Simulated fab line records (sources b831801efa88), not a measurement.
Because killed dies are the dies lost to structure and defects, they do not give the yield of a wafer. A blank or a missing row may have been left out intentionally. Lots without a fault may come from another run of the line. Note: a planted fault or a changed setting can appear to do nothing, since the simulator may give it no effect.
fab line records || flow gf180mcu
record {"lots": 15, "wafers": 45, "lastDay": 33}
route steps=602 shown MVSD@73 HV_LDD@194 CONTACT@302
lots untouched by any fault: they come from a run of this same line in which no faults occurred
startH: start of the lot's first displayed wafer, in hours after the record's first day || waitH: time in hours since the lot's previous step || " as in the row above || L1.1+2: one row covering several wafers at once || - no value, or no start given || * or withheld: withheld || < > ~ a bound
route shown NAME@n: names a module that has steps shown in the file, with the first one's number in the route || usual: average and standard deviation across the fault-free wafers || same: alike in all rows || chamber/n: place in a boat || sites: readings site by site || _std_site: the standard deviation of these || _edge_site: mean of outer sites minus mean of inner sites || radiusMm: how far each site lies from the wafer's centre || mask NAME#n: copy n || behind: the last tool/chamber to shape the wafer || hold: why the lot went on hold/how many hours it stayed there/how the hold came to an end || device: transistor that didn't switch, given as n, p or np || end of line: tests of these same wafers at the route's end || step lacking rows: just its recipe || killed: at the first sort, the dies lost to defects and structure; wafer yield is something else || map: per-die view of a wafer (x killed, . not killed, _ where there is no die)
set.NAME: the run value of the setting; set.NAME@STEP: its run value at that earlier step || model.NAME: the simulator's own value behind a step, which no gauge read
one table for each step of the route and one row for each wafer, over a sample of lots
services: a tool's chamber out of use, with start hour (startH, from the record's first day; less than 0 if before it), hours out, and reason
## steps
# step GF_MVSD_OVL_MEAS_07
# usual {"MVSD_OVL": "0.7/1.8"}
{"lot.wafer": "L325.2", "tool": "overlay-02", "chamber": "-", "startH": 88.77, "waitH": "-", "MVSD_OVL[nm]": 3.1}
{"lot.wafer": "L325.4", "tool": "overlay-02", "chamber": "-", "startH": 88.77, "waitH": "-", "MVSD_OVL[nm]": 1.9}
{"lot.wafer": "L325.6", "tool": "overlay-02", "chamber": "-", "startH": 88.77, "waitH": "-", "MVSD_OVL[nm]": 0.2}
{"lot.wafer": "L326.1", "tool": "overlay-01", "chamber": "-", "startH": 92.89, "waitH": "-", "MVSD_OVL[nm]": -0.5}
{"lot.wafer": "L326.2", "tool": "overlay-01", "chamber": "-", "startH": 92.89, "waitH": "-", "MVSD_OVL[nm]": 2.5}
{"lot.wafer": "L326.4", "tool": "overlay-01", "chamber": "-", "startH": 92.89, "waitH": "-", "MVSD_OVL[nm]": -0.8}
{"lot.wafer": "L328.2", "tool": "overlay-02", "chamber": "-", "startH": 109.52, "waitH": "-", "MVSD_OVL[nm]": 0.7}
{"lot.wafer": "L328.4", "tool": "overlay-02", "chamber": "-", "startH": 109.52, "waitH": "-", "MVSD_OVL[nm]": 1.7}
{"lot.wafer": "L328.5", "tool": "overlay-02", "chamber": "-", "startH": 109.52, "waitH": "-", "MVSD_OVL[nm]": 1.7}
{"lot.wafer": "L330.3", "tool": "overlay-02", "chamber": "-", "startH": 112.43, "waitH": "-", "MVSD_OVL[nm]": 0.0}
{"lot.wafer": "L330.4", "tool": "overlay-02", "chamber": "-", "startH": 112.43, "waitH": "-", "MVSD_OVL[nm]": -0.1}
{"lot.wafer": "L330.5", "tool": "overlay-02", "chamber": "-", "startH": 112.43, "waitH": "-", "MVSD_OVL[nm]": 0.1}
{"lot.wafer": "L331.1", "tool": "overlay-02", "chamber": "-", "startH": 118.97, "waitH": "-", "MVSD_OVL[nm]": 0.1}
{"lot.wafer": "L331.2", "tool": "overlay-02", "chamber": "-", "startH": 118.97, "waitH": "-", "MVSD_OVL[nm]": -2.1}
{"lot.wafer": "L331.5", "tool": "overlay-02", "chamber": "-", "startH": 118.97, "waitH": "-", "MVSD_OVL[nm]": -0.7}
{"lot.wafer": "L332.2", "tool": "overlay-01", "chamber": "-", "startH": 122.40, "waitH": "-", "MVSD_OVL[nm]": -0.9}
{"lot.wafer": "L332.3", "tool": "overlay-01", "chamber": "-", "startH": 122.40, "waitH": "-", "MVSD_OVL[nm]": -1.5}
{"lot.wafer": "L332.6", "tool": "overlay-01", "chamber": "-", "startH": 122.40, "waitH": "-", "MVSD_OVL[nm]": -0.1}
{"lot.wafer": "L334.1", "tool": "overlay-01", "chamber": "-", "startH": 134.34, "waitH": "-", "MVSD_OVL[nm]": 1.5}
{"lot.wafer": "L334.4", "tool": "overlay-01", "chamber": "-", "startH": 134.34, "waitH": "-", "MVSD_OVL[nm]": 0.9}
{"lot.wafer": "L334.6", "tool": "overlay-01", "chamber": "-", "startH": 134.34, "waitH": "-", "MVSD_OVL[nm]": 1.9}
{"lot.wafer": "L335.1", "tool": "overlay-02", "chamber": "-", "startH": 143.05, "waitH": "-", "MVSD_OVL[nm]": 1.2}
{"lot.wafer": "L335.3", "tool": "overlay-02", "chamber": "-", "startH": 143.05, "waitH": "-", "MVSD_OVL[nm]": 2.4}
{"lot.wafer": "L335.4", "tool": "overlay-02", "chamber": "-", "startH": 143.05, "waitH": "-", "MVSD_OVL[nm]": 2.0}
{"lot.wafer": "L336.1", "tool": "overlay-01", "chamber": "-", "startH": 144.24, "waitH": "-", "MVSD_OVL[nm]": -1.9}
{"lot.wafer": "L336.2", "tool": "overlay-01", "chamber": "-", "startH": 144.24, "waitH": "-", "MVSD_OVL[nm]": -0.6}
{"lot.wafer": "L336.5", "tool": "overlay-01", "chamber": "-", "startH": 144.24, "waitH": "-", "MVSD_OVL[nm]": -0.6}
{"lot.wafer": "L337.1", "tool": "overlay-02", "chamber": "-", "startH": 152.39, "waitH": "-", "MVSD_OVL[nm]": -1.8}
{"lot.wafer": "L337.2", "tool": "overlay-02", "chamber": "-", "startH": 152.39, "waitH": "-", "MVSD_OVL[nm]": 1.0}
{"lot.wafer": "L337.6", "tool": "overlay-02", "chamber": "-", "startH": 152.39, "waitH": "-", "MVSD_OVL[nm]": -0.4}
{"lot.wafer": "L338.2", "tool": "overlay-02", "chamber": "-", "startH": 158.95, "waitH": "-", "MVSD_OVL[nm]": 0.9}
{"lot.wafer": "L338.3", "tool": "overlay-02", "chamber": "-", "startH": 158.95, "waitH": "-", "MVSD_OVL[nm]": 3.0}
{"lot.wafer": "L338.5", "tool": "overlay-02", "chamber": "-", "startH": 158.95, "waitH": "-", "MVSD_OVL[nm]": 3.9}
{"lot.wafer": "L339.1", "tool": "overlay-01", "chamber": "-", "startH": 163.31, "waitH": "-", "MVSD_OVL[nm]": 0.6}
{"lot.wafer": "L339.2", "tool": "overlay-01", "chamber": "-", "startH": 163.31, "waitH": "-", "MVSD_OVL[nm]": 1.7}
{"lot.wafer": "L339.3", "tool": "overlay-01", "chamber": "-", "startH": 163.31, "waitH": "-", "MVSD_OVL[nm]": 3.3}
{"lot.wafer": "L340.1", "tool": "overlay-01", "chamber": "-", "startH": 169.60, "waitH": "-", "MVSD_OVL[nm]": 5.2}
{"lot.wafer": "L340.4", "tool": "overlay-01", "chamber": "-", "startH": 169.60, "waitH": "-", "MVSD_OVL[nm]": 3.1}
{"lot.wafer": "L340.5", "tool": "overlay-01", "chamber": "-", "startH": 169.60, "waitH": "-", "MVSD_OVL[nm]": 1.7}
{"lot.wafer": "L341.2", "tool": "overlay-01", "chamber": "-", "startH": 175.10, "waitH": "-", "MVSD_OVL[nm]": 1.6}
{"lot.wafer": "L341.5", "tool": "overlay-01", "chamber": "-", "startH": 175.10, "waitH": "-", "MVSD_OVL[nm]": -0.4}
{"lot.wafer": "L341.6", "tool": "overlay-01", "chamber": "-", "startH": 175.10, "waitH": "-", "MVSD_OVL[nm]": 0.6}
{"lot.wafer": "L342.1", "tool": "overlay-01", "chamber": "-", "startH": 181.99, "waitH": "-", "MVSD_OVL[nm]": -0.2}
{"lot.wafer": "L342.4", "tool": "overlay-01", "chamber": "-", "startH": 181.99, "waitH": "-", "MVSD_OVL[nm]": -0.5}
{"lot.wafer": "L342.5", "tool": "overlay-01", "chamber": "-", "startH": 181.99, "waitH": "-", "MVSD_OVL[nm]": 0.0}
# step GF_HV_LDD_DEVELOP_18
# recipe {"developTimeS": 60, "devTempC": 24.2}
# usual {"chillPlateTempC": "23.01/0.094", "developTimeS": "60/0"}
{"lot.wafer": "L325.2", "tool": "lithoTrack-02", "chamber": 0, "startH": 241.94, "waitH": 0.1, "chillPlateTempC": 23.04, "developTimeS": 60}
{"lot.wafer": "L325.4", "tool": "lithoTrack-02", "chamber": 0, "startH": 241.94, "waitH": 0.1, "chillPlateTempC": 23.03, "developTimeS": 60}
{"lot.wafer": "L325.6", "tool": "lithoTrack-02", "chamber": 0, "startH": 241.94, "waitH": 0.1, "chillPlateTempC": 22.97, "developTimeS": 60}
{"lot.wafer": "L326.1", "tool": "lithoTrack-04", "chamber": 0, "startH": 245.76, "waitH": 0.1, "chillPlateTempC": 23.14, "developTimeS": 60}
{"lot.wafer": "L326.2", "tool": "lithoTrack-04", "chamber": 0, "startH": 245.76, "waitH": 0.1, "chillPlateTempC": 22.95, "developTimeS": 60}
{"lot.wafer": "L326.4", "tool": "lithoTrack-04", "chamber": 0, "startH": 245.76, "waitH": 0.1, "chillPlateTempC": 23.02, "developTimeS": 60}
{"lot.wafer": "L328.2", "tool": "lithoTrack-04", "chamber": 0, "startH": 267.29, "waitH": 0.1, "chillPlateTempC": 23.02, "developTimeS": 60}
{"lot.wafer": "L328.4", "tool": "lithoTrack-04", "chamber": 0, "startH": 267.29, "waitH": 0.1, "chillPlateTempC": 22.92, "developTimeS": 60}
{"lot.wafer": "L328.5", "tool": "lithoTrack-04", "chamber": 0, "startH": 267.29, "waitH": 0.1, "chillPlateTempC": 23.01, "developTimeS": 60}
{"lot.wafer": "L330.3", "tool": "lithoTrack-02", "chamber": 0, "startH": 274.11, "waitH": 0.1, "chillPlateTempC": 22.82, "developTimeS": 60}
{"lot.wafer": "L330.4", "tool": "lithoTrack-02", "chamber": 0, "startH": 274.11, "waitH": 0.1, "chillPlateTempC": 22.98, "developTimeS": 60}
{"lot.wafer": "L330.5", "tool": "lithoTrack-02", "chamber": 0, "startH": 274.11, "waitH": 0.1, "chillPlateTempC": 22.98, "developTimeS": 60}
{"lot.wafer": "L331.1", "tool": "lithoTrack-04", "chamber": 0, "startH": 279.61, "waitH": 0.1, "chillPlateTempC": 22.96, "developTimeS": 60}
{"lot.wafer": "L331.2", "tool": "lithoTrack-04", "chamber": 0, "startH": 279.61, "waitH": 0.1, "chillPlateTempC": 22.98, "developTimeS": 60}
{"lot.wafer": "L331.5", "tool": "lithoTrack-04", "chamber": 0, "startH": 279.61, "waitH": 0.1, "chillPlateTempC": 23.06, "developTimeS": 60}
{"lot.wafer": "L332.2", "tool": "lithoTrack-02", "chamber": 0, "startH": 282.84, "waitH": 0.1, "chillPlateTempC": 22.97, "developTimeS": 60}
{"lot.wafer": "L332.3", "tool": "lithoTrack-02", "chamber": 0, "startH": 282.84, "waitH": 0.1, "chillPlateTempC": 22.89, "developTimeS": 60}
{"lot.wafer": "L332.6", "tool": "lithoTrack-02", "chamber": 0, "startH": 282.84, "waitH": 0.1, "chillPlateTempC": 22.95, "developTimeS": 60}
{"lot.wafer": "L334.1", "tool": "lithoTrack-03", "chamber": 0, "startH": 301.24, "waitH": 0.1, "chillPlateTempC": 22.95, "developTimeS": 60}
{"lot.wafer": "L334.4", "tool": "lithoTrack-03", "chamber": 0, "startH": 301.24, "waitH": 0.1, "chillPlateTempC": 23.04, "developTimeS": 60}
{"lot.wafer": "L334.6", "tool": "lithoTrack-03", "chamber": 0, "startH": 301.24, "waitH": 0.1, "chillPlateTempC": 23.01, "developTimeS": 60}
{"lot.wafer": "L335.1", "tool": "lithoTrack-03", "chamber": 0, "startH": 313.09, "waitH": 0.1, "chillPlateTempC": 23.00, "developTimeS": 60}
{"lot.wafer": "L335.3", "tool": "lithoTrack-03", "chamber": 0, "startH": 313.09, "waitH": 0.1, "chillPlateTempC": 23.05, "developTimeS": 60}
{"lot.wafer": "L335.4", "tool": "lithoTrack-03", "chamber": 0, "startH": 313.09, "waitH": 0.1, "chillPlateTempC": 23.09, "developTimeS": 60}
{"lot.wafer": "L336.1", "tool": "lithoTrack-02", "chamber": 0, "startH": 318.11, "waitH": 0.1, "chillPlateTempC": 22.99, "developTimeS": 60}
{"lot.wafer": "L336.2", "tool": "lithoTrack-02", "chamber": 0, "startH": 318.11, "waitH": 0.1, "chillPlateTempC": 22.86, "developTimeS": 60}
{"lot.wafer": "L336.5", "tool": "lithoTrack-02", "chamber": 0, "startH": 318.11, "waitH": 0.1, "chillPlateTempC": 22.92, "developTimeS": 60}
{"lot.wafer": "L337.1", "tool": "lithoTrack-02", "chamber": 0, "startH": 325.81, "waitH": 0.1, "chillPlateTempC": 22.94, "developTimeS": 60}
{"lot.wafer": "L337.2", "tool": "lithoTrack-02", "chamber": 0, "startH": 325.81, "waitH": 0.1, "chillPlateTempC": 23.17, "developTimeS": 60}
{"lot.wafer": "L337.6", "tool": "lithoTrack-02", "chamber": 0, "startH": 325.81, "waitH": 0.1, "chillPlateTempC": 23.00, "developTimeS": 60}
{"lot.wafer": "L338.2", "tool": "lithoTrack-04", "chamber": 0, "startH": 334.14, "waitH": 0.1, "chillPlateTempC": 23.17, "developTimeS": 60}
{"lot.wafer": "L338.3", "tool": "lithoTrack-04", "chamber": 0, "startH": 334.14, "waitH": 0.1, "chillPlateTempC": 23.03, "developTimeS": 60}
{"lot.wafer": "L338.5", "tool": "lithoTrack-04", "chamber": 0, "startH": 334.14, "waitH": 0.1, "chillPlateTempC": 23.20, "developTimeS": 60}
{"lot.wafer": "L339.1", "tool": "lithoTrack-02", "chamber": 0, "startH": 339.61, "waitH": 0.1, "chillPlateTempC": 23.03, "developTimeS": 60}
{"lot.wafer": "L339.2", "tool": "lithoTrack-02", "chamber": 0, "startH": 339.61, "waitH": 0.1, "chillPlateTempC": 23.02, "developTimeS": 60}
{"lot.wafer": "L339.3", "tool": "lithoTrack-02", "chamber": 0, "startH": 339.61, "waitH": 0.1, "chillPlateTempC": 23.14, "developTimeS": 60}
{"lot.wafer": "L340.1", "tool": "lithoTrack-03", "chamber": "-", "startH": 348.09, "waitH": 0.1, "chillPlateTempC": "-", "developTimeS": "-"}
{"lot.wafer": "L340.4", "tool": "lithoTrack-03", "chamber": "-", "startH": 348.09, "waitH": 0.1, "chillPlateTempC": "-", "developTimeS": "-"}
{"lot.wafer": "L340.5", "tool": "lithoTrack-03", "chamber": "-", "startH": 348.09, "waitH": 0.1, "chillPlateTempC": "-", "developTimeS": "-"}
{"lot.wafer": "L341.2", "tool": "lithoTrack-02", "chamber": "-", "startH": 354.94, "waitH": 0.1, "chillPlateTempC": "-", "developTimeS": "-"}
{"lot.wafer": "L341.5", "tool": "lithoTrack-02", "chamber": "-", "startH": 354.94, "waitH": 0.1, "chillPlateTempC": "-", "developTimeS": "-"}
{"lot.wafer": "L341.6", "tool": "lithoTrack-02", "chamber": "-", "startH": 354.94, "waitH": 0.1, "chillPlateTempC": "-", "developTimeS": "-"}
{"lot.wafer": "L342.1", "tool": "lithoTrack-03", "chamber": "-", "startH": 368.74, "waitH": 0.1, "chillPlateTempC": "-", "developTimeS": "-"}
{"lot.wafer": "L342.4", "tool": "lithoTrack-03", "chamber": "-", "startH": 368.74, "waitH": 0.1, "chillPlateTempC": "-", "developTimeS": "-"}
{"lot.wafer": "L342.5", "tool": "lithoTrack-03", "chamber": "-", "startH": 368.74, "waitH": 0.1, "chillPlateTempC": "-", "developTimeS": "-"}
# step GF_CONTACT_OVL_MEAS_15
# usual {"CONTACT_OVL": "1/4.9"}
{"lot.wafer": "L325.2", "tool": "overlay-01", "chamber": "-", "startH": 372.54, "waitH": 0.1, "CONTACT_OVL[nm]": 2}
{"lot.wafer": "L325.4", "tool": "overlay-01", "chamber": "-", "startH": 372.54, "waitH": 0.1, "CONTACT_OVL[nm]": -2}
{"lot.wafer": "L325.6", "tool": "overlay-01", "chamber": "-", "startH": 372.54, "waitH": 0.1, "CONTACT_OVL[nm]": -4}
{"lot.wafer": "L326.1", "tool": "overlay-01", "chamber": "-", "startH": 375.01, "waitH": 0.1, "CONTACT_OVL[nm]": 5}
{"lot.wafer": "L326.2", "tool": "overlay-01", "chamber": "-", "startH": 375.01, "waitH": 0.1, "CONTACT_OVL[nm]": 9}
{"lot.wafer": "L326.4", "tool": "overlay-01", "chamber": "-", "startH": 375.01, "waitH": 0.1, "CONTACT_OVL[nm]": 6}
{"lot.wafer": "L328.2", "tool": "overlay-02", "chamber": "-", "startH": 399.11, "waitH": 0.1, "CONTACT_OVL[nm]": -6}
{"lot.wafer": "L328.4", "tool": "overlay-02", "chamber": "-", "startH": 399.11, "waitH": 0.1, "CONTACT_OVL[nm]": 0}
{"lot.wafer": "L328.5", "tool": "overlay-02", "chamber": "-", "startH": 399.11, "waitH": 0.1, "CONTACT_OVL[nm]": -1}
{"lot.wafer": "L330.3", "tool": "overlay-02", "chamber": "-", "startH": 409.04, "waitH": 0.1, "CONTACT_OVL[nm]": 4}
{"lot.wafer": "L330.4", "tool": "overlay-02", "chamber": "-", "startH": 409.04, "waitH": 0.1, "CONTACT_OVL[nm]": 3}
{"lot.wafer": "L330.5", "tool": "overlay-02", "chamber": "-", "startH": 409.04, "waitH": 0.1, "CONTACT_OVL[nm]": 1}
{"lot.wafer": "L331.1", "tool": "overlay-02", "chamber": "-", "startH": 414.86, "waitH": 0.1, "CONTACT_OVL[nm]": 2}
{"lot.wafer": "L331.2", "tool": "overlay-02", "chamber": "-", "startH": 414.86, "waitH": 0.1, "CONTACT_OVL[nm]": 9}
{"lot.wafer": "L331.5", "tool": "overlay-02", "chamber": "-", "startH": 414.86, "waitH": 0.1, "CONTACT_OVL[nm]": 1}
{"lot.wafer": "L332.2", "tool": "overlay-01", "chamber": "-", "startH": 419.41, "waitH": 0.1, "CONTACT_OVL[nm]": 4}
{"lot.wafer": "L332.3", "tool": "overlay-01", "chamber": "-", "startH": 419.41, "waitH": 0.1, "CONTACT_OVL[nm]": 4}
{"lot.wafer": "L332.6", "tool": "overlay-01", "chamber": "-", "startH": 419.41, "waitH": 0.1, "CONTACT_OVL[nm]": 6}
{"lot.wafer": "L334.1", "tool": "overlay-01", "chamber": "-", "startH": 442.03, "waitH": 0.1, "CONTACT_OVL[nm]": -8}
{"lot.wafer": "L334.4", "tool": "overlay-01", "chamber": "-", "startH": 442.03, "waitH": 0.1, "CONTACT_OVL[nm]": 4}
{"lot.wafer": "L334.6", "tool": "overlay-01", "chamber": "-", "startH": 442.03, "waitH": 0.1, "CONTACT_OVL[nm]": 0}
{"lot.wafer": "L335.1", "tool": "overlay-02", "chamber": "-", "startH": 456.21, "waitH": 0.1, "CONTACT_OVL[nm]": 3}
{"lot.wafer": "L335.3", "tool": "overlay-02", "chamber": "-", "startH": 456.21, "waitH": 0.1, "CONTACT_OVL[nm]": 8}
{"lot.wafer": "L335.4", "tool": "overlay-02", "chamber": "-", "startH": 456.21, "waitH": 0.1, "CONTACT_OVL[nm]": 4}
{"lot.wafer": "L336.1", "tool": "overlay-01", "chamber": "-", "startH": 463.18, "waitH": 0.1, "CONTACT_OVL[nm]": -5}
{"lot.wafer": "L336.2", "tool": "overlay-01", "chamber": "-", "startH": 463.18, "waitH": 0.1, "CONTACT_OVL[nm]": -7}
{"lot.wafer": "L336.5", "tool": "overlay-01", "chamber": "-", "startH": 463.18, "waitH": 0.1, "CONTACT_OVL[nm]": -10}
{"lot.wafer": "L337.1", "tool": "overlay-02", "chamber": "-", "startH": 470.26, "waitH": 0.1, "CONTACT_OVL[nm]": 4}
{"lot.wafer": "L337.2", "tool": "overlay-02", "chamber": "-", "startH": 470.26, "waitH": 0.1, "CONTACT_OVL[nm]": 0}
{"lot.wafer": "L337.6", "tool": "overlay-02", "chamber": "-", "startH": 470.26, "waitH": 0.1, "CONTACT_OVL[nm]": 0}
{"lot.wafer": "L338.2", "tool": "overlay-02", "chamber": "-", "startH": 479.38, "waitH": 0.1, "CONTACT_OVL[nm]": 10}
{"lot.wafer": "L338.3", "tool": "overlay-02", "chamber": "-", "startH": 479.38, "waitH": 0.1, "CONTACT_OVL[nm]": 5}
{"lot.wafer": "L338.5", "tool": "overlay-02", "chamber": "-", "startH": 479.38, "waitH": 0.1, "CONTACT_OVL[nm]": -3}
{"lot.wafer": "L339.1", "tool": "overlay-02", "chamber": "-", "startH": 486.48, "waitH": 0.1, "CONTACT_OVL[nm]": 4}
{"lot.wafer": "L339.2", "tool": "overlay-02", "chamber": "-", "startH": 486.48, "waitH": 0.1, "CONTACT_OVL[nm]": 2}
{"lot.wafer": "L339.3", "tool": "overlay-02", "chamber": "-", "startH": 486.48, "waitH": 0.1, "CONTACT_OVL[nm]": 2}
## services
{"tool": "lithoTrack-03", "chamber": "-", "startH": 366.04, "hours": "-", "kind": "consumableReplace:filter"}
## key
firstSign {"step": "GF_HV_LDD_DEVELOP_18", "reading": "toolRecord", "direction": "missing"}
effect none on later readings
metAt GF_HV_LDD_DEVELOP_18
struckLots L340,L341,L342
laterRowsLeftOut L340.1,L340.4,L340.5,L341.2,L341.5,L341.6,L342.1,L342.4,L342.5
sortLeftOut L340.1,L340.4,L340.5,L341.2,L341.5,L341.6,L342.1,L342.4,L342.5
testerLeftOut L340,L341,L342
notActingAt GF_MVSD_OVL_MEAS_07,GF_CONTACT_OVL_MEAS_15
onsetBetween 339.61 348.09
fault {"kind": "skippedStepWhole", "tool": "lithoTrack-02,lithoTrack-03", "chamber": "-", "onsetH": 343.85, "steps": "GF_HV_LDD_DEVELOP_18", "scope": "struckLotsOnly"}
# testerLeftOut: of these lots the tester's yield and bins aren't shown, on N5 and GAA mostly nor the transistor test; their killed dies are dies lost to structure and defects alone, not to doping, threshold or leakage, so they don't give the yield
# sortLeftOut: the simulated sort isn't trusted on such a fault, so these wafers' sort isn't shown, and their yield isn't known
# laterRowsLeftOut: the simulator's readings of these wafers behind a module that went badly wrong aren't trusted and aren't shown, but for the sort
